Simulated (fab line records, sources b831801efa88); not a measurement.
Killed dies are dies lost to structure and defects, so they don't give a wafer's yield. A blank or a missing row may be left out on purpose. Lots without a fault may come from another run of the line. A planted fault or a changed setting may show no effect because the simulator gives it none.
Split-lot experiment | flow sky130 | 5 lots, 23 wafers read, on a route of 708 steps

THE SPLIT
At SKY_LOCAL_INTERCONNECT_SPUTTER_00 (material TiN, target thk 100 nm, time 83.3 s), the setting time_s was moved away from the recipe's 83.3 s on 5 of the 23 wafers read, by -7.4% to +13.1%. The other wafers ran this setting at the recipe's value.

FROM THE SPLIT TO THE READING: what the file shows between them, 3 steps
- SKY_LOCAL_INTERCONNECT_RS_MEAS_01: measures by four-point-probe
- SKY_LOCAL_INTERCONNECT_THK_MEAS_02: measures by xrf
- SKY_LOCAL_INTERCONNECT_ETCH_13: etches BARC in N2/H2, stops on SiO2, time 45.9 s, target depth 60 nm (also split here: pressure_mtorr)

THE READING
oes_product_au, in a.u., at SKY_LOCAL_INTERCONNECT_METAL_ETCH_14 (etches TiN in Cl2/BCl3, stops on PSG, target depth 110 nm, time 31.4 s). Fault-free wafers of this fab line usually give 0.938 a.u., standard deviation 0.007 a.u..

wafer  | tool, chamber at the split | time_s as run, s | against the recipe | oes_product_au, a.u. | against lot-mates on the recipe
L076.2 | pvd_sputter-03, -          | 83.3             | recipe             | 0.929                | -
L076.4 | pvd_sputter-03, -          | 83.3             | recipe             | 0.937                | -
L076.5 | pvd_sputter-03, -          | 83.3             | recipe             | 0.941                | -
L077.1 | pvd_sputter-01, -          | 83.3             | recipe             | 0.929                | -
L077.2 | pvd_sputter-01, -          | 83.3             | recipe             | 0.961                | -
L077.4 | pvd_sputter-01, -          | 83.3             | recipe             | 0.949                | -
L077.5 | pvd_sputter-01, -          | 83.3             | recipe             | 0.950                | -
L077.6 | pvd_sputter-01, -          | 83.3             | recipe             | 0.949                | -
L082.1 | pvd_sputter-03, -          | 94.21            | +13.1%             | 0.985                | +0.043
L082.2 | pvd_sputter-03, -          | 83.3             | recipe             | 0.939                | -
L082.3 | pvd_sputter-03, -          | 94.21            | +13.1%             | 0.985                | +0.043
L082.4 | pvd_sputter-03, -          | 83.3             | recipe             | 0.945                | -
L082.6 | pvd_sputter-03, -          | 94.21            | +13.1%             | 0.984                | +0.042
L083.1 | pvd_sputter-03, -          | 83.3             | recipe             | 0.943                | -
L083.2 | pvd_sputter-03, -          | 83.3             | recipe             | 0.950                | -
L083.3 | pvd_sputter-03, -          | 83.3             | recipe             | 0.948                | -
L083.4 | pvd_sputter-03, -          | 83.3             | recipe             | 0.940                | -
L083.6 | pvd_sputter-03, -          | 83.3             | recipe             | 0.943                | -
L084.1 | pvd_sputter-03, -          | 83.3             | recipe             | 0.941                | -
L084.2 | pvd_sputter-03, -          | 77.16            | -7.4%              | 0.897                | -0.039
L084.3 | pvd_sputter-03, -          | 83.3             | recipe             | 0.936                | -
L084.5 | pvd_sputter-03, -          | 77.16            | -7.4%              | 0.892                | -0.044
L084.6 | pvd_sputter-03, -          | 83.3             | recipe             | 0.932                | -

THE FIT
A straight line over all 23 wafers: oes_product_au changes by +0.00391 a.u. for each +1% of time_s; r = +0.91; the points scatter about the line by 0.0096 a.u..
The same after taking each lot's own level away (the mean of its wafers on the recipe; 23 wafers): +0.00376 a.u. for each +1%; r = +0.94; scatter 0.0075 a.u..
On that fit, the largest move of time_s shifts the reading by 0.049 a.u..
The lots' own levels span 0.9357 to 0.9476 a.u., that is 1.7 times the standard deviation above.
So the lot-to-lot level changes the slope little: the two slopes agree.
Check: with one of the wafers moved furthest among these (+13.1%) left out of the fit, the line predicts +0.0488 a.u. for it against its lot-mates. It came out at +0.043 a.u. against them.

OTHER SPLITS ON THESE WAFERS
These wafers also went through other splits before the reading. Each is held against what the fit with the lots' levels taken away leaves over:
other split on the same wafers                | wafers away from the commonest value | r with oes_product_au (lot level and that fit taken away)
SKY_LI_CONTACT_ETCH_14 time_s                 | 5                                    | -0.07
SKY_LI_CONTACT_SPUTTER_19 power_w             | 8                                    | +0.24
SKY_LOCAL_INTERCONNECT_ETCH_13 pressure_mtorr | 10                                   | -0.19

THE WHOLE CHAIN: every reading that the file lists as answering this split, in the file's order
step                                 | what it does                                                           | reading                                                                                      | change (the file's fit)                   | r (the file's)
SKY_LOCAL_INTERCONNECT_SPUTTER_00    | material TiN, target thk 100 nm, time 83.3 s                           | TiN_of_LOCAL_INTERCONNECT_SPUTTER_00.thk_nm (the simulator's own value, which no gauge read) | +0.935 nm for each +1% of the setting     | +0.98
SKY_LOCAL_INTERCONNECT_RS_MEAS_01    | measures by four-point-probe                                           | LOCAL_INTERCONNECT_TIN_RS                                                                    | -0.131 for each +1% of the setting        | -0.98
SKY_LOCAL_INTERCONNECT_THK_MEAS_02   | measures by xrf                                                        | LOCAL_INTERCONNECT_TIN_THK                                                                   | +0.936 for each +1% of the setting        | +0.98
SKY_LOCAL_INTERCONNECT_METAL_ETCH_14 | etches TiN in Cl2/BCl3, stops on PSG, target depth 110 nm, time 31.4 s | oes_product_au                                                                               | +0.00384 a.u. for each +1% of the setting | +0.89

THE FILE'S OWN FIT
oes_product_au changes by +0.00384 a.u. for each +1% of time_s, r = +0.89.
